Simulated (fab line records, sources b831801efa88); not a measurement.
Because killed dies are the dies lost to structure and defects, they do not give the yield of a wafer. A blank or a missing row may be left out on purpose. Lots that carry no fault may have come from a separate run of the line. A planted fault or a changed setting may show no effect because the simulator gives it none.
Problem report in the 8D (eight disciplines) form, filled by code    flow gf180mcu    the parts of the form that need people (team, actions taken, sign-off) are left out

1. THE PROBLEM
HV_LDD_3_TW at GF_HV_LDD_TW_MEAS_38 reads a mean of 30 on 6 wafers of 2 lots; wafers without a fault read 1435 with a standard deviation of 12. So: -99 or more standard deviations from the usual mean.
First seen on wafer L416.1, day 18 15:20, on film-metro-01. Wafers with a number at this step in the record: 30, from 10 lots. Rule for "out" (also "out of limits"): further than 4 standard deviations from the usual mean. The rest of the wafers with a number are treated as sound.

2. WHAT IT IS, WHAT IT ISN'T
question                     is                            is not
which readings at this step  HV_LDD_3_TW                   -
which lots                   L416, L417                    L395, L397, L399, L402, L403, L407, L415, L418
which wafers of those lots   all that have a number        -
read on which gauges         film-metro-01, film-metro-04  film-metro-03
when                         from day 18 15:20             up to then (21 sound wafers); but 3 sound wafers of L418 came after

3. SUSPECTS, AND WHAT RULES EACH OUT
Counting: a tool at a process step up to the reading stays a suspect if it ran every lot that is out and no sound lot after the first of them.
- the gauge at GF_HV_LDD_TW_MEAS_38 is ruled out. Those wafers that are out were read across 2 gauges (film-metro-01, film-metro-04).
- plasma-asher-04 at GF_POLY_GATE_STRIP_14 (strips in O2/N2): ruled out as a lasting fault. Sound lots L418 ran on it after its first lot that is out, L416 (day 15 16:40).
- plasma-asher-04 at GF_HV_LDD_STRIP_22 (strips in O2/N2): kept. It processed each lot that is out, first L416 at day 17 15:00, and no sound lot thereafter; up to then, the last sound lot it processed was L407 at day 14 15:53.
Left after counting: plasma-asher-04 at GF_HV_LDD_STRIP_22.

4. THE CAUSE (what the simulator had put in)
Whole step skipped at GF_HV_LDD_STRIP_22 on plasma-asher-04, starting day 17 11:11. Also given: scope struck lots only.
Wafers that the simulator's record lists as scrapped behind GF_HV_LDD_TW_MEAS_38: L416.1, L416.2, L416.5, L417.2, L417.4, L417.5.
This tool alone remained once counting was done.

5. SEQUENCE OF EFFECTS, ordered by route
Each row: a reading where the mean over the struck wafers with a number is more than 3 standard deviations away from the usual. Only readings for which the record gives a usual standard deviation are gone through. hours: the time from each lot's start at the first step in this table that gives one to its start at this step, as a median over the lots. sigmas: the change in usual standard deviations.
hours  step                  reading                   usual     on struck wafers  change   sigmas
0      GF_HV_LDD_STRIP_37    strip-time-to-endpoint-s  12.613 s  27.558            +14.945  +99 or more
0      GF_HV_LDD_TW_MEAS_38  HV_LDD_3_TW               1435      30                -1405    -99 or more
Its process steps:
- GF_HV_LDD_STRIP_37: strips in O2/N2.
Readings that are blank on the struck wafers while sound wafers have them: chamber-pressure-mTorr at GF_HV_LDD_STRIP_22; drypump-motor-current-A at GF_HV_LDD_STRIP_22; heater-power-w at GF_HV_LDD_STRIP_22; oes-product-au at GF_HV_LDD_STRIP_22; platen-temp-c at GF_HV_LDD_STRIP_22; strip-time-to-endpoint-s at GF_HV_LDD_STRIP_22.

6. WHAT WOULD HAVE CAUGHT IT SOONER
In this record the first reading out of limits at a measuring or inspecting step was taken at day 18 15:20, 28 hours after the fault began at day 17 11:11.
At GF_HV_LDD_STRIP_22 the tool's readings are blank on the struck wafers, where sound wafers have them: an empty tool record is the first sign, and it was there at once.
All the lots that are out (2) had begun GF_HV_LDD_STRIP_22 on plasma-asher-04 by day 18 15:20. None of them would have been spared by holding the tool at that moment.
